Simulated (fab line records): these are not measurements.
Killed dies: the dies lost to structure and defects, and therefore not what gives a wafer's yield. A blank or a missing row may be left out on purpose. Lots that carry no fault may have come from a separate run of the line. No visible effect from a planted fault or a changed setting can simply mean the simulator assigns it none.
fab line records -- flow gf180mcu
record: lots: 15, wafers: 45, last_day: 34
route steps=602 shown MIM@514 V5@541 TOP_METAL@572
lots untouched by any fault: they come from a run of this same line in which no faults occurred
start_h: hours from the record's first day to the start of the lot's first wafer shown -- wait_h: time in hours since the lot's previous step -- " unchanged from the row above -- L1.1+2: several wafers, shown together as one row -- - no value, or no start was given -- * or withheld: withheld -- < > ~ a bound
route shown NAME@n: NAME is a module with steps in the file, n the number in the route of the first one -- usual: the fault-free wafers' mean and standard deviation -- same: alike in all rows -- chamber/n: place in a boat -- sites: per-site readings -- _std_site: standard deviation across them -- _edge_site: the outer-site mean with the inner-site mean subtracted -- radius_mm: how far each site lies from the wafer's centre -- mask NAME#n: copy n -- behind: tool/chamber where the wafer was last shaped -- hold: why the lot was held/for how many hours/how that ended -- device: names the non-switching transistor (n, p or np) -- end of line: the tests these same wafers got at the end of their route -- a step with no rows: only its recipe -- killed: the dies lost at the first sort to structure and to defects; this is not the yield of the wafer -- map: dies across one wafer; x = killed, . = not, _ = none there
set.NAME: the setting as run; set.NAME@STEP: as run at that earlier step -- model.NAME: the simulator's own value behind a step, which no gauge read
one table for each step of the route and one row for each wafer, over a sample of lots
services: when a tool's chamber went out of use (start_h, in hours from the record's first day, below 0 if earlier), for how many hours, and the reason
== steps ==
step: GF_MIM_THK_MEAS_11
recipe: thk_meas_gauge: xrf, reads: AlCu_of_MIM_SPUTTER_08
usual: MIM_ALCU_THK: 199.3/2.8
lot.wafer,tool,chamber,start_h,wait_h,MIM_ALCU_THK[nm]
L478.1,film_metro-02,-,581.42,0.1,197.1
L478.3,film_metro-02,-,581.42,0.1,196.0
L478.4,film_metro-02,-,581.42,0.1,196.1
L479.2,film_metro-02,-,585.26,0.1,193.8
L479.5,film_metro-02,-,585.26,0.1,197.2
L479.6,film_metro-02,-,585.26,0.1,193.6
L481.1,film_metro-02,-,609.99,0.1,193.0
L481.2,film_metro-02,-,609.99,0.1,196.6
L481.5,film_metro-02,-,609.99,0.1,193.9
L482.2,film_metro-01,-,622.99,0.1,199.8
L482.4,film_metro-01,-,622.99,0.1,200.6
L482.6,film_metro-01,-,622.99,0.1,198.9
L484.2,film_metro-01,-,629.84,0.1,201.8
L484.5,film_metro-01,-,629.84,0.1,202.4
L484.6,film_metro-01,-,629.84,0.1,200.2
L485.3,film_metro-02,-,634.30,0.1,196.9
L485.4,film_metro-02,-,634.30,0.1,195.4
L485.6,film_metro-02,-,634.30,0.1,200.5
L486.1,film_metro-02,-,645.27,0.1,196.8
L486.5,film_metro-02,-,645.27,0.1,196.1
L486.6,film_metro-02,-,645.27,0.1,197.5
L487.2,film_metro-01,-,654.00,0.1,197.4
L487.3,film_metro-01,-,654.00,0.1,200.8
L487.5,film_metro-01,-,654.00,0.1,196.6
L489.1,film_metro-04,-,669.17,0.1,200.0
L489.3,film_metro-04,-,669.17,0.1,201.3
L489.5,film_metro-04,-,669.17,0.1,201.6
L490.1,film_metro-01,-,673.69,0.1,200.6
L490.2,film_metro-01,-,673.69,0.1,201.4
L490.6,film_metro-01,-,673.69,0.1,200.6
L491.2,film_metro-04,-,681.02,0.1,201.1
L491.4,film_metro-04,-,681.02,0.1,201.6
L491.6,film_metro-04,-,681.02,0.1,201.5
L492.2,film_metro-02,-,687.55,0.1,200.8
L492.5,film_metro-02,-,687.55,0.1,202.1
L492.6,film_metro-02,-,687.55,0.1,201.6
L497.2,film_metro-04,-,719.17,0.1,200.2
L497.3,film_metro-04,-,719.17,0.1,200.5
L497.5,film_metro-04,-,719.17,0.1,201.2
L498.2,film_metro-04,-,728.19,0.1,197.3
L498.5,film_metro-04,-,728.19,0.1,200.2
L498.6,film_metro-04,-,728.19,0.1,196.8
L499.1,film_metro-01,-,732.35,0.1,197.9
L499.2,film_metro-01,-,732.35,0.1,196.5
L499.6,film_metro-01,-,732.35,0.1,196.4
step: GF_V5_THK_MEAS_01
recipe: reads: SiO2_of_V5_CVD_00
usual: V5_CVD_00_THK: 300/3.2
lot.wafer,tool,chamber,start_h,wait_h,V5_CVD_00_THK[nm]
L478.1,film_metro-02,-,623.69,0.0,299
L478.3,film_metro-02,-,623.69,0.0,301
L478.4,film_metro-02,-,623.69,0.0,301
L479.2,film_metro-01,-,627.05,0.0,300
L479.5,film_metro-01,-,627.05,0.0,296
L479.6,film_metro-01,-,627.05,0.0,302
L481.1,film_metro-02,-,652.13,0.0,305
L481.2,film_metro-02,-,652.13,0.0,301
L481.5,film_metro-02,-,652.13,0.0,305
L482.2,film_metro-03,-,663.56,0.0,296
L482.4,film_metro-03,-,663.56,0.0,298
L482.6,film_metro-03,-,663.56,0.0,297
L484.2,film_metro-01,-,670.55,0.0,299
L484.5,film_metro-01,-,670.55,0.0,297
L484.6,film_metro-01,-,670.55,0.0,303
L485.3,film_metro-01,-,673.86,0.0,299
L485.4,film_metro-01,-,673.86,0.0,296
L485.6,film_metro-01,-,673.86,0.0,298
L486.1,film_metro-01,-,685.52,0.0,295
L486.5,film_metro-01,-,685.52,0.0,300
L486.6,film_metro-01,-,685.52,0.0,299
L487.2,film_metro-03,-,693.64,0.0,297
L487.3,film_metro-03,-,693.64,0.0,301
L487.5,film_metro-03,-,693.64,0.0,300
L489.1,film_metro-02,-,707.88,0.0,302
L489.3,film_metro-02,-,707.88,0.0,305
L489.5,film_metro-02,-,707.88,0.0,299
L490.1,film_metro-02,-,711.23,0.0,301
L490.2,film_metro-02,-,711.23,0.0,303
L490.6,film_metro-02,-,711.23,0.0,302
L491.2,film_metro-03,-,717.99,0.0,298
L491.4,film_metro-03,-,717.99,0.0,294
L491.6,film_metro-03,-,717.99,0.0,296
L492.2,film_metro-03,-,724.84,0.0,305
L492.5,film_metro-03,-,724.84,0.0,304
L492.6,film_metro-03,-,724.84,0.0,304
L497.2,film_metro-02,-,754.98,0.0,297
L497.3,film_metro-02,-,754.98,0.0,298
L497.5,film_metro-02,-,754.98,0.0,302
L498.2,film_metro-02,-,762.95,0.1,301
L498.5,film_metro-02,-,762.95,0.1,301
L498.6,film_metro-02,-,762.95,0.1,301
L499.1,film_metro-03,-,766.83,0.0,295
L499.2,film_metro-03,-,766.83,0.0,294
L499.6,film_metro-03,-,766.83,0.0,296
step: GF_V5_STRIP_18
recipe: chemistry: O2/N2, power_w: 1400, pressure_mtorr: 1500, platen_temp_c: 250, o2_flow_sccm: 3000, n2_flow_sccm: 300, overash_fraction: 0.5
usual: chamber_pressure_mTorr: 1500.0/1.4, drypump_motor_current_A: 6.07/0.29, heater_power_w: 344/33, oes_product_au: 0.570/0.0047
lot.wafer,tool,chamber,start_h,wait_h,chamber_pressure_mTorr,drypump_motor_current_A,heater_power_w,oes_product_au,rf_hours_counter_h
L478.1,plasma_asher-02,1,644.27,-,1502.5,5.99,371,0.574,84
L478.3,plasma_asher-02,1,644.27,-,1498.9,5.99,366,0.569,-
L478.4,plasma_asher-02,0,644.27,-,1502.0,6.12,331,0.573,-
L479.2,plasma_asher-04,0,647.50,-,1501.3,6.19,298,0.569,23
L479.5,plasma_asher-04,1,647.50,-,1498.6,6.11,292,0.566,-
L479.6,plasma_asher-04,0,647.50,-,1502.1,6.18,310,0.569,-
L481.1,plasma_asher-01,0,672.90,-,1497.5,6.50,378,0.569,107
L481.2,plasma_asher-01,1,672.90,-,1500.8,5.60,387,0.570,107
L481.5,plasma_asher-01,1,672.90,-,1499.8,5.61,376,0.575,-
L482.2,plasma_asher-04,1,682.39,-,1500.7,6.08,290,0.576,27
L482.4,plasma_asher-04,1,682.39,-,1500.4,6.08,299,0.574,-
L482.6,plasma_asher-04,1,682.39,-,1501.1,6.06,295,0.571,-
L484.2,plasma_asher-02,0,690.67,-,1499.1,6.15,328,0.574,89
L484.5,plasma_asher-02,1,690.67,-,1500.3,6.00,377,0.570,-
L484.6,plasma_asher-02,0,690.67,-,1499.2,6.12,334,0.573,-
L485.3,plasma_asher-01,0,693.52,-,1500.1,6.47,384,0.574,-
L485.4,plasma_asher-01,1,693.52,-,1501.3,5.61,376,0.566,-
L485.6,plasma_asher-01,0,693.52,-,1500.9,6.46,392,0.571,-
L486.1,plasma_asher-01,1,704.74,-,1500.3,5.56,386,0.572,111
L486.5,plasma_asher-01,1,704.74,-,1499.3,5.57,381,0.568,-
L486.6,plasma_asher-01,0,704.74,-,1498.8,6.46,378,0.575,-
L487.2,plasma_asher-04,0,712.57,-,1498.6,6.21,309,0.573,30
L487.3,plasma_asher-04,0,712.57,-,1500.8,6.20,312,0.564,-
L487.5,plasma_asher-04,0,712.57,-,1499.8,6.20,311,0.574,-
L489.1,plasma_asher-01,1,726.91,-,1498.1,5.63,366,0.568,113
L489.3,plasma_asher-01,0,726.91,-,1501.0,6.49,379,0.568,-
L489.5,plasma_asher-01,0,726.91,-,1501.1,6.45,380,0.557,-
L490.1,plasma_asher-02,1,730.04,-,-,-,-,-,-
L490.2,plasma_asher-02,0,730.04,-,-,-,-,-,-
L490.6,plasma_asher-02,1,730.04,-,-,-,-,-,-
L491.2,plasma_asher-04,1,736.22,-,-,-,-,-,-
L491.4,plasma_asher-04,1,736.22,-,-,-,-,-,-
L491.6,plasma_asher-04,0,736.22,-,-,-,-,-,-
L492.2,plasma_asher-02,1,742.37,-,-,-,-,-,-
L492.5,plasma_asher-02,0,742.37,-,-,-,-,-,-
L492.6,plasma_asher-02,1,742.37,-,-,-,-,-,-
L497.2,plasma_asher-01,0,771.79,-,1499.2,6.51,359,0.566,3
L497.3,plasma_asher-01,0,771.79,-,1498.1,6.49,352,0.577,-
L497.5,plasma_asher-01,0,771.79,-,1501.4,6.52,356,0.564,-
L498.2,plasma_asher-01,0,779.41,-,1499.0,6.45,350,0.568,4
L498.5,plasma_asher-01,0,779.41,-,1500.0,6.46,343,0.567,-
L498.6,plasma_asher-01,1,779.41,-,1500.1,5.60,352,0.571,-
L499.1,plasma_asher-01,0,783.24,-,1500.2,6.50,343,0.559,4
L499.2,plasma_asher-01,1,783.24,-,1500.2,5.57,345,0.570,4
L499.6,plasma_asher-01,0,783.24,-,1501.2,6.49,347,0.567,-
step: GF_TOP_METAL_RS_MEAS_05
recipe: thk_meas_gauge: four-point-probe, reads: TiN_of_TOP_METAL_SPUTTER_04+Ti_of_TOP_METAL_SPUTTER_03+AlCu_of_TOP_METAL_SPUTTER_02+TiN_of_TOP_METAL_SPUTTER_01+Ti_of_TOP_METAL_SPUTTER_00
usual: TOP_METAL_ALCU_RS: 0.0327/0.00038
lot.wafer,tool,chamber,start_h,wait_h,TOP_METAL_ALCU_RS[ohm/sq]
L478.1,film_metro-04,-,645.73,0.0,0.0323
L478.3,film_metro-04,-,645.73,0.0,0.0325
L478.4,film_metro-04,-,645.73,0.0,0.0328
L479.2,film_metro-03,-,649.00,0.0,0.0334
L479.5,film_metro-03,-,649.00,0.0,0.0331
L479.6,film_metro-03,-,649.00,0.0,0.0331
L481.1,film_metro-04,-,674.34,0.0,0.0332
L481.2,film_metro-04,-,674.34,0.0,0.0328
L481.5,film_metro-04,-,674.34,0.0,0.0328
L482.2,film_metro-03,-,683.89,0.0,0.0329
L482.4,film_metro-03,-,683.89,0.0,0.0327
L482.6,film_metro-03,-,683.89,0.0,0.0328
L484.2,film_metro-02,-,692.14,0.0,0.0323
L484.5,film_metro-02,-,692.14,0.0,0.0323
L484.6,film_metro-02,-,692.14,0.0,0.0324
L485.3,film_metro-02,-,695.06,0.1,0.0325
L485.4,film_metro-02,-,695.06,0.1,0.0323
L485.6,film_metro-02,-,695.06,0.1,0.0325
L486.1,film_metro-04,-,706.19,0.0,0.0328
L486.5,film_metro-04,-,706.19,0.0,0.0329
L486.6,film_metro-04,-,706.19,0.0,0.0329
L487.2,film_metro-02,-,714.07,0.0,0.0327
L487.3,film_metro-02,-,714.07,0.0,0.0328
L487.5,film_metro-02,-,714.07,0.0,0.0326
L489.1,film_metro-03,-,728.36,0.0,0.0326
L489.3,film_metro-03,-,728.36,0.0,0.0326
L489.5,film_metro-03,-,728.36,0.0,0.0326
L497.2,film_metro-03,-,773.26,0.0,0.0331
L497.3,film_metro-03,-,773.26,0.0,0.0330
L497.5,film_metro-03,-,773.26,0.0,0.0330
L498.2,film_metro-04,-,780.99,0.0,0.0325
L498.5,film_metro-04,-,780.99,0.0,0.0321
L498.6,film_metro-04,-,780.99,0.0,0.0325
L499.1,film_metro-03,-,784.69,0.0,0.0329
L499.2,film_metro-03,-,784.69,0.0,0.0329
L499.6,film_metro-03,-,784.69,0.0,0.0328
== services ==
tool,chamber,start_h,hours,kind
plasma_asher-04,-,623.38,1.2,repair
plasma_asher-02,-,678.67,2.5,repair
plasma_asher-04,-,729.40,1.2,repair
plasma_asher-01,-,730.90,2.6,repair
plasma_asher-01,-,733.75,9.0,pm
plasma_asher-01,0,733.75,9.0,vent_cycle
plasma_asher-01,1,733.75,9.0,vent_cycle
plasma_asher-01,0,742.75,-,clean
plasma_asher-01,1,742.75,-,clean
plasma_asher-02,-,772.03,7.8,repair
== key ==
first_sign: step: GF_V5_STRIP_18, reading: tool_record, direction: missing
effect none on later readings
met_at GF_V5_STRIP_18
struck_lots L490,L491,L492
later_rows_left_out L490.1,L490.2,L490.6,L491.2,L491.4,L491.6,L492.2,L492.5,L492.6
sort_left_out L490.1,L490.2,L490.6,L491.2,L491.4,L491.6,L492.2,L492.5,L492.6
not_acting_at GF_MIM_THK_MEAS_11,GF_V5_THK_MEAS_01,GF_TOP_METAL_RS_MEAS_05
onset_between 712.57 730.04
fault: kind: skipped_step_whole, tool: plasma_asher-02,plasma_asher-04, chamber: -, onset_h: 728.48, steps: GF_V5_STRIP_18, scope: struck_lots_only
sort_left_out: the simulated sort isn't trusted on such a fault, so these wafers' sort isn't shown, and their yield isn't known
later_rows_left_out: the simulator's readings of these wafers behind a module that went badly wrong aren't trusted and aren't shown, but for the sort
